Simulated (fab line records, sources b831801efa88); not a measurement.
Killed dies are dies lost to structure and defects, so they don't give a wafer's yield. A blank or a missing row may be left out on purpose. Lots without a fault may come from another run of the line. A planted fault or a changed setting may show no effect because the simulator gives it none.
Which tool did it? | flow gf180mcu | 10 lots, 30 wafers sampled, at 6 steps of a route of 602

WHAT THE GAUGES READ, wafer by wafer
GF_STI_THK_MEAS_30.
lot  | measured    | on            | STI_OXIDATION_02_THK (nm)
L454 | day 2 11:56 | film_metro-02 | 9.72 9.60 9.59
L456 | day 3 00:05 | film_metro-03 | 10.14 9.97 10.18
L457 | day 3 03:18 | film_metro-03 | 9.31 9.38 9.51
L458 | day 3 08:31 | film_metro-04 | 9.79 10.02 10.03
L459 | day 3 12:35 | film_metro-02 | 9.74 9.93 9.81
L466 | day 5 00:52 | film_metro-02 | 10.15 9.92 10.02
L470 | day 6 01:37 | film_metro-02 | 9.92 10.06 9.86
L473 | day 6 15:22 | film_metro-04 | 9.83 9.96 10.10
L475 | day 7 03:58 | film_metro-04 | 10.04 10.18 10.09
L476 | day 7 08:55 | film_metro-02 | 10.23 10.09 10.20

GF_DNWELL_TW_MEAS_09.
lot  | measured    | on            | DNWELL_TW
L454 | day 3 00:47 | film_metro-04 | 1356 1356 1361
L456 | day 3 12:53 | film_metro-02 | 1358 1366 1362
L457 | day 3 16:29 | film_metro-04 | 1373 1376 1372
L458 | day 3 21:30 | film_metro-02 | 1367 1373 1371
L459 | day 4 01:28 | film_metro-04 | 1364 1366 1365
L466 | day 5 14:52 | film_metro-01 | 1373 1374 1367
L470 | day 6 16:01 | film_metro-04 | 1370 1371 1368
L473 | day 7 06:46 | film_metro-04 | 1365 1360 1352
L475 | day 7 20:10 | film_metro-01 | 1370 1369 1372
L476 | day 8 00:50 | film_metro-02 | 1367 1369 1367

GF_VT_IMPLANT_TW_MEAS_32.
lot  | measured     | on            | VT_IMPLANT_3_TW
L454 | day 7 03:07  | film_metro-01 | 273.0 271.2 273.3
L456 | day 7 18:28  | film_metro-02 | 274.2 273.1 273.0
L457 | day 7 23:10  | film_metro-01 | 271.7 272.0 273.6
L458 | day 8 04:47  | film_metro-02 | 273.6 271.6 272.3
L459 | day 8 09:30  | film_metro-01 | 272.6 272.0 271.5
L466 | day 10 06:22 | film_metro-01 | 30.3 30.4 30.3 30.5 30.6 30.4
L470 | day 11 17:48 | film_metro-03 | 269.5 271.5 270.3
L473 | day 12 15:57 | film_metro-03 | 271.8 271.6 272.0
L475 | day 13 07:24 | film_metro-01 | 272.6 271.9 271.9
L476 | day 13 10:13 | film_metro-02 | 272.0 269.9 270.7

WHICH TOOL RAN EACH LOT (tool, then ch and the chambers of the sampled wafers, then the start)
lot  | GF_MVPSD_STRIP_10                    | GF_VT_IMPLANT_STRIP_20               | GF_VT_IMPLANT_STRIP_31
L454 | plasma_asher-04 ch 0,1, day 5 07:10  | plasma_asher-03 ch 0,1, day 6 11:33  | plasma_asher-01 ch 0,1, day 7 03:01
L456 | plasma_asher-02 ch 0,1, day 5 21:10  | plasma_asher-03 ch 1, day 7 02:25    | plasma_asher-04 ch 0,1, day 7 18:22
L457 | plasma_asher-02 ch 0,1, day 6 01:34  | plasma_asher-01 ch 0,1, day 7 07:21  | plasma_asher-03 ch 0,1, day 7 23:04
L458 | plasma_asher-04 ch 0,1, day 6 05:47  | plasma_asher-03 ch 0,1, day 7 12:29  | plasma_asher-04 ch 0,1, day 8 04:41
L459 | plasma_asher-02 ch 0,1, day 6 10:04  | plasma_asher-03 ch 0,1, day 7 16:51  | plasma_asher-01 ch 0,1, day 8 09:24
L466 | plasma_asher-02 ch 0,1, day 8 04:15  | plasma_asher-04 ch 0,1, day 9 13:46  | plasma_asher-04 ch 0,1, day 10 06:16
L470 | plasma_asher-02 ch 0,1, day 9 10:46  | plasma_asher-01 ch 0,1, day 10 23:15 | plasma_asher-04 ch 0,1, day 11 17:42
L473 | plasma_asher-02 ch 0,1, day 10 07:43 | plasma_asher-01 ch 0,1, day 11 20:45 | plasma_asher-04 ch 0,1, day 12 15:51
L475 | plasma_asher-04 ch 0,1, day 10 22:12 | plasma_asher-01 ch 0,1, day 12 11:45 | plasma_asher-03 ch 0,1, day 13 07:18
L476 | plasma_asher-01 ch 0,1, day 10 23:52 | plasma_asher-03 ch 0,1, day 12 14:49 | plasma_asher-04 ch 0,1, day 13 10:06
- GF_MVPSD_STRIP_10: strips in O2/N2.
- GF_VT_IMPLANT_STRIP_20: strips in O2/N2.
- GF_VT_IMPLANT_STRIP_31: strips in O2/N2.

WHAT THE TOOLS THEMSELVES READ (means of the sampled wafers that have a number; where no wafer has one, the mark that the record gives instead)
GF_MVPSD_STRIP_10.
lot  | tool            | chamber_pressure_mTorr (mTorr) | drypump_motor_current_A (A) | heater_power_w (W) | n2_flow_sccm (sccm) | oes_product_au (a.u.) | strip_time_to_endpoint_s (s)
L454 | plasma_asher-04 | 1501.5                         | 6.3                         | 335                | 300.8               | 0.722                 | 37.03
L456 | plasma_asher-02 | 1500.6                         | 5.6                         | 383                | 299.9               | 0.720                 | 36.88
L457 | plasma_asher-02 | 1500.7                         | 5.3                         | 359                | 300.9               | 0.724                 | 36.88
L458 | plasma_asher-04 | 1499.8                         | 6.3                         | 335                | 300.3               | 0.727                 | 36.95
L459 | plasma_asher-02 | 1498.8                         | 5.3                         | 365                | 299.9               | 0.719                 | 36.95
L466 | plasma_asher-02 | 1499.0                         | 5.6                         | 381                | 299.6               | 0.720                 | 36.66
L470 | plasma_asher-02 | 1499.2                         | 5.6                         | 376                | 299.1               | 0.721                 | 37.02
L473 | plasma_asher-02 | 1499.6                         | 5.6                         | 374                | 299.9               | 0.723                 | 36.75
L475 | plasma_asher-04 | 1498.8                         | 6.3                         | 332                | 301.0               | 0.718                 | 36.97
L476 | plasma_asher-01 | 1499.7                         | 6.4                         | 349                | 300.7               | 0.720                 | 37.09

GF_VT_IMPLANT_STRIP_20.
lot  | tool            | chamber_pressure_mTorr (mTorr) | drypump_motor_current_A (A) | heater_power_w (W) | n2_flow_sccm (sccm) | oes_product_au (a.u.) | strip_time_to_endpoint_s (s)
L454 | plasma_asher-03 | 1500                           | 5.7                         | 327                | 300.3               | 0.716                 | 12.62
L456 | plasma_asher-03 | 1500                           | 5.7                         | 319                | 300.7               | 0.720                 | 12.57
L457 | plasma_asher-01 | 1502                           | 6.4                         | 342                | 299.9               | 0.715                 | 12.65
L458 | plasma_asher-03 | 1500                           | 5.7                         | 333                | 299.5               | 0.712                 | 12.61
L459 | plasma_asher-03 | 1499                           | 5.7                         | 328                | 299.8               | 0.714                 | 12.65
L466 | plasma_asher-04 | 1508                           | 6.3                         | 336                | 299.3               | 0.890                 | -
L470 | plasma_asher-01 | 1500                           | 6.5                         | 352                | 299.8               | 0.716                 | 12.61
L473 | plasma_asher-01 | 1502                           | 6.5                         | 348                | 300.0               | 0.713                 | 12.63
L475 | plasma_asher-01 | 1501                           | 6.5                         | 353                | 299.7               | 0.719                 | 12.59
L476 | plasma_asher-03 | 1500                           | 5.7                         | 332                | 299.4               | 0.717                 | 12.68

GF_VT_IMPLANT_STRIP_31.
lot  | tool            | chamber_pressure_mTorr (mTorr) | drypump_motor_current_A (A) | heater_power_w (W) | n2_flow_sccm (sccm) | oes_product_au (a.u.) | strip_time_to_endpoint_s (s)
L454 | plasma_asher-01 | 1500.1                         | 6.4                         | 349                | 300.0               | 0.718                 | 12.61
L456 | plasma_asher-04 | 1500.0                         | 6.3                         | 336                | 300.7               | 0.717                 | 12.61
L457 | plasma_asher-03 | 1500.3                         | 5.7                         | 324                | 300.4               | 0.715                 | 12.67
L458 | plasma_asher-04 | 1500.5                         | 6.3                         | 338                | 300.8               | 0.718                 | 12.70
L459 | plasma_asher-01 | 1500.5                         | 6.3                         | 349                | 300.5               | 0.713                 | 12.65
L466 | plasma_asher-04 | 1500.9                         | 6.3                         | 336                | 300.6               | 0.717                 | 24.51
L470 | plasma_asher-04 | 1499.7                         | 6.3                         | 336                | 300.2               | 0.715                 | 12.62
L473 | plasma_asher-04 | 1498.5                         | 6.3                         | 332                | 299.7               | 0.718                 | 12.66
L475 | plasma_asher-03 | 1499.5                         | 5.7                         | 327                | 300.7               | 0.716                 | 12.66
L476 | plasma_asher-04 | 1499.5                         | 6.3                         | 339                | 300.7               | 0.721                 | 12.63

THE ANSWER, worked out from the rows above alone
Rule: what is usual is taken from the lots themselves. Put in order of their means at a reading, lots are off if they are a third of the lots or fewer, leave a main group of 4 or more, and stand apart from it by a gap of 3 or more times the standard deviation of the main group's means; of several such gaps the widest counts. A main group whose means are all the same, to the digits that the tables above print for the reading, isn't used. A lot without any number at a reading at which 4 lots or more have one is off too. The other lots that the step has rows for count as sound. The gauges are gone through in route order, then the tools' own readings, and for those a lot's mean is taken as printed above. The first step at which some lot is off is used, and at that step the reading that is off furthest; a lot without a number counts as furthest.
Off: L466, at GF_VT_IMPLANT_TW_MEAS_32 (VT_IMPLANT_3_TW). The main group: mean 272.0, standard deviation 0.85.
A tool fits if, at a process step before that reading, it ran every lot that is off, and no sound lot after the first of them. The gauges at GF_VT_IMPLANT_TW_MEAS_32 aren't tried: what is off there is off at GF_VT_IMPLANT_STRIP_20 too, on other tools, and a gauge's error can't cause that. One fits: plasma_asher-04 at GF_VT_IMPLANT_STRIP_20. It ran no sound lot before its first lot that is off in this sample, so the start can't be narrowed down.
The tool's own readings at GF_VT_IMPLANT_STRIP_20 bear it out: on the lots that are off they differ by more than 5 times the standard deviation of the sound lots' means. chamber_pressure_mTorr reads 1508 mTorr there against 1500 mTorr on the sound lots; oes_product_au reads 0.890 a.u. there against 0.716 a.u. on the sound lots.
Blank at GF_VT_IMPLANT_STRIP_20 on the lots that are off, where sound lots have numbers: strip_time_to_endpoint_s.

WHAT THE SIMULATOR HAD PUT IN
Strip aborted: plasma_asher-04, from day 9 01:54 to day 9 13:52, at GF_VT_IMPLANT_STRIP_20. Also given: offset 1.
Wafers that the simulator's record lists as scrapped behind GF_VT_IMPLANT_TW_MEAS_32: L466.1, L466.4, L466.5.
Lots struck among those shown: L466. The rule above found the same.
